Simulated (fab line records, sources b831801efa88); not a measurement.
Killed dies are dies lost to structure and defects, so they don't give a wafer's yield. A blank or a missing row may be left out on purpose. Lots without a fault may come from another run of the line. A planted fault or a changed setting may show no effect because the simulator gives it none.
One fault seen from 2 desks | flow gf180mcu | each desk has only its own numbers; what lay behind them comes last

THE TOOL OWNER'S DESK: implanter-02
The tool's own readings at GF_NSD_IMPLANT_10: means of the sampled wafers that have a number, for each lot that ran on this tool. A lot is out of limits, marked OUT, if its mean lies more than 4 standard deviations from the usual mean; the brackets give that distance.
Columns: A = beam_on_s at GF_NSD_IMPLANT_10, usual 9.95 s; B = dose_ions_cm2 at GF_NSD_IMPLANT_10, usual 5.001e+14; C = end_station_pressure_torr at GF_NSD_IMPLANT_10, usual 7.3e-06 Torr; D = faraday_current_uA at GF_NSD_IMPLANT_10, usual 2799; E = tilt_deg at GF_NSD_IMPLANT_10, usual 7.005 degrees
lot  | first seen here | A     | B                           | C                  | D             | E
L811 | day 14 14:07    | 10.02 | 5.001e+14                   | 7.1e-06            | 2785          | 6.996
L818 | day 16 19:19    | 10.21 | 4.980e+13 (-99 or more) OUT | 5.3e-06 (-5.4) OUT | 275 (-47) OUT | 6.991
L819 | day 17 05:19    | 10.02 | 5.013e+13 (-99 or more) OUT | 5.1e-06 (-5.9) OUT | 280 (-47) OUT | 7.025
L828 | day 20 05:14    | 10.14 | 5.004e+14                   | 7.5e-06            | 2749          | 7.040
This desk's finding: out of limits on L818, L819; first on L818, day 16 19:19 (dose_ions_cm2 at GF_NSD_IMPLANT_10). In limits: L811, L828.

THE METROLOGY DESK
What the gauges read, lot by lot, whatever tool the lot ran on: means of the sampled wafers that have a number. A lot is out of limits, marked OUT, if its mean lies more than 4 standard deviations from the usual mean; the brackets give that distance.
Columns: A = MVSD_TW at GF_MVSD_TW_MEAS_11, usual 1577; B = NSD_RS at GF_PSD_RS_MEAS_14, usual 46.20 ohm/sq; C = CONTACT_CVD_02_THK at GF_CONTACT_THK_MEAS_03, usual 861 nm
lot  | first seen here | A    | B               | C
L808 | day 4 10:32     | 1563 | 46.16           | 874
L811 | day 5 03:58     | 1571 | 46.21           | 855
L818 | day 6 20:26     | 1592 | 52.19 (+61) OUT | 867
L819 | day 7 03:55     | 1573 | 52.28 (+62) OUT | 853
L822 | day 7 21:55     | 1560 | 46.16           | 854
L823 | day 8 04:17     | 1595 | 46.15           | 869
L824 | day 8 07:39     | 1593 | 46.32           | 867
L827 | day 9 01:57     | 1600 | 46.28           | 864
L828 | day 9 07:10     | 1566 | 46.13           | 868
L830 | day 9 20:19     | 1567 | 46.24           | 860
L831 | day 10 01:47    | 1596 | 46.25           | 863
This desk's finding: out of limits on L818, L819; first on L818, day 17 19:19 (NSD_RS at GF_PSD_RS_MEAS_14). In limits: L808, L811, L822, L823, L824, L827, L828, L830, L831.

PUT TOGETHER
The tool owner's desk could have raised an alarm at day 16 19:19, on L818, L819.
The metrology desk could have raised an alarm at day 17 19:19, on L818, L819.
Of the lots named, all ran GF_NSD_IMPLANT_10 on implanter-02.

WHAT THE SIMULATOR HAD PUT IN
Process parameter drift: implanter-02, from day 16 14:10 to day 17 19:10, at GF_NSD_IMPLANT_10. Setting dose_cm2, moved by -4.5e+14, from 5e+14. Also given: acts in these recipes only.
Lots struck among those shown: L818, L819.
Hours from the fault's start to each desk's first reading out of limits: the tool owner's desk, 5; the metrology desk, 29.
